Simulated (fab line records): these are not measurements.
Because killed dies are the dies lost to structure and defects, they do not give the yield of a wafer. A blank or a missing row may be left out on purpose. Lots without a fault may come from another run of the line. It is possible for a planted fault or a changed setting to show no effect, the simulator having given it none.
Lot-split experiment ; flow sky130 ; 5 lots, 23 wafers read, on a route of 708 steps

## ON THE SPLIT
At SKY_LDD_P_DEVELOP_06 (develop time 60 s), the setting develop time s was moved away from the recipe's 60 s on 10 of the 23 wafers read, by -14.4% to +12.5%. This setting was run at the recipe's value on the other wafers.

No step appears in the file between the split and the reading.

## THE READING
cd nm (nm) at SKY_LDD_P_CD_MEAS_07, where the cd target is 380 nm. Typical for fault-free wafers on this fab line: 381.6 nm, with standard deviation 2.8 nm.

wafer;tool, chamber at the split;develop time s as run, s;against the recipe;cd nm, nm;against lot-mates on the recipe
L074.1;litho track-02, 0;51.34;-14.4%;374.6;-10.0
L074.2;litho track-02, 0;51.34;-14.4%;366.3;-18.3
L074.3;litho track-02, 0;60;recipe;382.5;-
L074.4;litho track-02, 0;60;recipe;388.5;-
L074.5;litho track-02, 0;60;recipe;382.7;-
L076.1;litho track-02, 0;55.29;-7.9%;362.1;-11.4
L076.2;litho track-02, 0;60;recipe;373.5;-
L076.3;litho track-02, 0;55.29;-7.9%;366.2;-7.3
L076.5;litho track-02, 0;55.29;-7.9%;365.7;-7.8
L076.6;litho track-02, 0;60;recipe;373.5;-
L079.1;litho track-01, 0;60;recipe;380.2;-
L079.3;litho track-01, 0;60;recipe;382.0;-
L079.5;litho track-01, 0;60;recipe;382.8;-
L082.1;litho track-01, 0;55.04;-8.3%;375.5;-8.0
L082.2;litho track-01, 0;60;recipe;383.7;-
L082.4;litho track-01, 0;60;recipe;381.9;-
L082.5;litho track-01, 0;60;recipe;385.0;-
L082.6;litho track-01, 0;55.04;-8.3%;373.7;-9.8
L084.1;litho track-02, 0;67.51;+12.5%;394.2;+10.7
L084.2;litho track-02, 0;67.51;+12.5%;393.9;+10.4
L084.4;litho track-02, 0;60;recipe;383.8;-
L084.5;litho track-02, 0;60;recipe;383.2;-
L084.6;litho track-02, 0;67.51;+12.5%;392.6;+9.1

THE FIT
A straight line over all 23 wafers: cd nm changes by +1.05 nm for each +1% of develop time s; r = +0.84; the points scatter about the line by 4.9 nm.
The same after taking each lot's own level away (the mean of its wafers on the recipe; 23 wafers): +0.93 nm for each +1%; r = +0.96; scatter 2.1 nm.
The reading moves by 13 nm for the largest change in develop time s, on that fit.
Across the lots, their own levels run from 373.50 to 384.57 nm, a range of 4.0 times the standard deviation given above.
Hence the slope depends on the lot-to-lot level, as the two fits are not the same.
Check: -14.9 nm against its lot-mates is what the line predicts for one of the wafers moved furthest among these (-14.4%) when that wafer is left out of the fit. Against them it came out at -9.97 nm.

## ADDITIONAL SPLITS CARRIED BY THESE WAFERS
These wafers also went through other splits before the reading. Each is held against what the fit with the lots' levels taken away leaves over:
other split on the same wafers;wafers away from the commonest value;r with cd nm (lot level and that fit taken away)
SKY_VT_ADJUST_PCH_COAT_02 spin rpm;5;-0.03
SKY_VT_ADJUST_PCH_STRIP_09 power w;5;-0.38
SKY_SONOS_ONO_OXIDATION_00 ox time s;15;-0.02
SKY_GATE_OXIDE_COAT_05 resist thk nm;5;-0.03
SKY_GATE_OXIDE_IMPLANT_11 energy kev;7;+0.04
SKY_POLY_GATE_IMPLANT_02 energy kev;9;-0.11
SKY_POLY_GATE_DEVELOP_12 dev temp c;11;+0.08
SKY_LDD_N_IMPLANT_09 energy kev;8;+0.05
SKY_LDD_P_COAT_02 resist thk nm;5;-0.59

## FILE'S OWN FIT
cd nm changes by +0.955 nm for each +1% of develop time s, r = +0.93.
